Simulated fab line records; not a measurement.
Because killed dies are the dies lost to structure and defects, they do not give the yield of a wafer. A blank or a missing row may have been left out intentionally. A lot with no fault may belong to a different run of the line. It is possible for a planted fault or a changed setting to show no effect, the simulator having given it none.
Commonality check across tools || flow gf180mcu || Lots sampled 11, wafers sampled 45

## WHY IT WAS OPENED
At GF_VT_IMPLANT_TW_MEAS_21 the reading VT_IMPLANT_2_TW is flagged on 4 of 11 lots. No-fault wafers: 1210, standard deviation 13.
Rule: a lot gets a flag if all its wafers with a number sit over 4 standard deviations from that mean, or if no wafer of it has a number. The other lots count as sound.

{"lot": "L504", "measured": "day 7 01:54", "on": "film-metro-04", "VT_IMPLANT_2_TW, wafer by wafer": "1188 1188 1180", "flag": ""}
{"lot": "L505", "measured": "day 7 13:06", "on": "film-metro-01", "VT_IMPLANT_2_TW, wafer by wafer": "1217 1216 1217", "flag": ""}
{"lot": "L506", "measured": "day 7 17:00", "on": "film-metro-01", "VT_IMPLANT_2_TW, wafer by wafer": "1211 1209 1213", "flag": ""}
{"lot": "L507", "measured": "day 8 00:19", "on": "film-metro-02", "VT_IMPLANT_2_TW, wafer by wafer": "1217 1212 1220", "flag": ""}
{"lot": "L508", "measured": "day 8 08:15", "on": "film-metro-01", "VT_IMPLANT_2_TW, wafer by wafer": "1216 1224 1215", "flag": ""}
{"lot": "L509", "measured": "day 8 12:13", "on": "film-metro-02", "VT_IMPLANT_2_TW, wafer by wafer": "1218 1212 1212", "flag": ""}
{"lot": "L510", "measured": "day 8 18:05", "on": "film-metro-04", "VT_IMPLANT_2_TW, wafer by wafer": "1194 1189 1190", "flag": ""}
{"lot": "L511", "measured": "day 8 22:03", "on": "film-metro-02", "VT_IMPLANT_2_TW, wafer by wafer": "701 696 698 698 696 696", "flag": "FLAGGED"}
{"lot": "L512", "measured": "day 9 06:16", "on": "film-metro-01", "VT_IMPLANT_2_TW, wafer by wafer": "692 694 690 694 692 693", "flag": "FLAGGED"}
{"lot": "L513", "measured": "day 9 09:16", "on": "film-metro-01", "VT_IMPLANT_2_TW, wafer by wafer": "691 692 696 694 696 695", "flag": "FLAGGED"}
{"lot": "L514", "measured": "day 9 17:17", "on": "film-metro-04", "VT_IMPLANT_2_TW, wafer by wafer": "683 681 680 682 685 681", "flag": "FLAGGED"}
The mean of the flagged lots' numbers is 692, -518 from the usual (-40 standard deviations).

## TOOL THAT RAN EACH LOT
2 process steps preceding the reading are held in the record, out of 602 steps in the route. Each cell gives the tool, then ch followed by the chambers the sampled wafers passed through, then the start.
{"lot": "L504", "flag": "", "GF_MVPSD_STRIP_10": "plasma-asher-02 ch 0,1, day 5 15:20", "GF_VT_IMPLANT_IMPLANT_19": "implanter-03 ch 0, day 7 01:39"}
{"lot": "L505", "flag": "", "GF_MVPSD_STRIP_10": "plasma-asher-03 ch 0,1, day 6 00:47", "GF_VT_IMPLANT_IMPLANT_19": "implanter-02 ch 0, day 7 12:51"}
{"lot": "L506", "flag": "", "GF_MVPSD_STRIP_10": "plasma-asher-02 ch 0,1, day 6 03:58", "GF_VT_IMPLANT_IMPLANT_19": "implanter-02 ch 0, day 7 16:45"}
{"lot": "L507", "flag": "", "GF_MVPSD_STRIP_10": "plasma-asher-03 ch 0,1, day 6 10:50", "GF_VT_IMPLANT_IMPLANT_19": "implanter-02 ch 0, day 8 00:05"}
{"lot": "L508", "flag": "", "GF_MVPSD_STRIP_10": "plasma-asher-03 ch 0,1, day 6 20:23", "GF_VT_IMPLANT_IMPLANT_19": "implanter-02 ch 0, day 8 08:01"}
{"lot": "L509", "flag": "", "GF_MVPSD_STRIP_10": "plasma-asher-04 ch 0,1, day 7 00:05", "GF_VT_IMPLANT_IMPLANT_19": "implanter-02 ch 0, day 8 11:59"}
{"lot": "L510", "flag": "", "GF_MVPSD_STRIP_10": "plasma-asher-04 ch 0,1, day 7 06:07", "GF_VT_IMPLANT_IMPLANT_19": "implanter-02 ch 0, day 8 17:50"}
{"lot": "L511", "flag": "FLAGGED", "GF_MVPSD_STRIP_10": "plasma-asher-03 ch 0, day 7 10:40", "GF_VT_IMPLANT_IMPLANT_19": "implanter-03 ch 0, day 8 21:49"}
{"lot": "L512", "flag": "FLAGGED", "GF_MVPSD_STRIP_10": "plasma-asher-02 ch 0,1, day 7 18:11", "GF_VT_IMPLANT_IMPLANT_19": "implanter-01 ch 0, day 9 06:01"}
{"lot": "L513", "flag": "FLAGGED", "GF_MVPSD_STRIP_10": "plasma-asher-02 ch 0,1, day 7 22:25", "GF_VT_IMPLANT_IMPLANT_19": "implanter-03 ch 0, day 9 09:02"}
{"lot": "L514", "flag": "FLAGGED", "GF_MVPSD_STRIP_10": "plasma-asher-03 ch 0,1, day 8 05:07", "GF_VT_IMPLANT_IMPLANT_19": "implanter-02 ch 0, day 9 17:02"}
What the steps here do:
- GF_MVPSD_STRIP_10: strips in O2/N2.
- GF_VT_IMPLANT_IMPLANT_19
- GF_VT_IMPLANT_TW_MEAS_21

## FLAGGED AGAINST TOTAL, ONE TOOL AT A TIME (gauges that did the reading follow at the end)
{"step": "GF_MVPSD_STRIP_10", "tool": "plasma-asher-02", "lots run": 4, "flagged": 2, "share of the flagged lots": "some", "sound lots run after its first flagged lot": 0}
{"step": "GF_MVPSD_STRIP_10", "tool": "plasma-asher-03", "lots run": 5, "flagged": 2, "share of the flagged lots": "some", "sound lots run after its first flagged lot": 0}
{"step": "GF_MVPSD_STRIP_10", "tool": "plasma-asher-04", "lots run": 2, "flagged": 0, "share of the flagged lots": "none", "sound lots run after its first flagged lot": "-"}
{"step": "GF_VT_IMPLANT_IMPLANT_19", "tool": "implanter-01", "lots run": 1, "flagged": 1, "share of the flagged lots": "some", "sound lots run after its first flagged lot": 0}
{"step": "GF_VT_IMPLANT_IMPLANT_19", "tool": "implanter-02", "lots run": 7, "flagged": 1, "share of the flagged lots": "some", "sound lots run after its first flagged lot": 0}
{"step": "GF_VT_IMPLANT_IMPLANT_19", "tool": "implanter-03", "lots run": 3, "flagged": 2, "share of the flagged lots": "some", "sound lots run after its first flagged lot": 0}
{"step": "GF_VT_IMPLANT_TW_MEAS_21", "tool": "film-metro-01", "lots run": 5, "flagged": 2, "share of the flagged lots": "some", "sound lots run after its first flagged lot": 0}
{"step": "GF_VT_IMPLANT_TW_MEAS_21", "tool": "film-metro-02", "lots run": 3, "flagged": 1, "share of the flagged lots": "some", "sound lots run after its first flagged lot": 0}
{"step": "GF_VT_IMPLANT_TW_MEAS_21", "tool": "film-metro-04", "lots run": 3, "flagged": 1, "share of the flagged lots": "some", "sound lots run after its first flagged lot": 0}

## WHAT THE TABLE PERMITS
No row of the table ran every flagged lot.

## WHAT THE SIMULATOR PUT IN
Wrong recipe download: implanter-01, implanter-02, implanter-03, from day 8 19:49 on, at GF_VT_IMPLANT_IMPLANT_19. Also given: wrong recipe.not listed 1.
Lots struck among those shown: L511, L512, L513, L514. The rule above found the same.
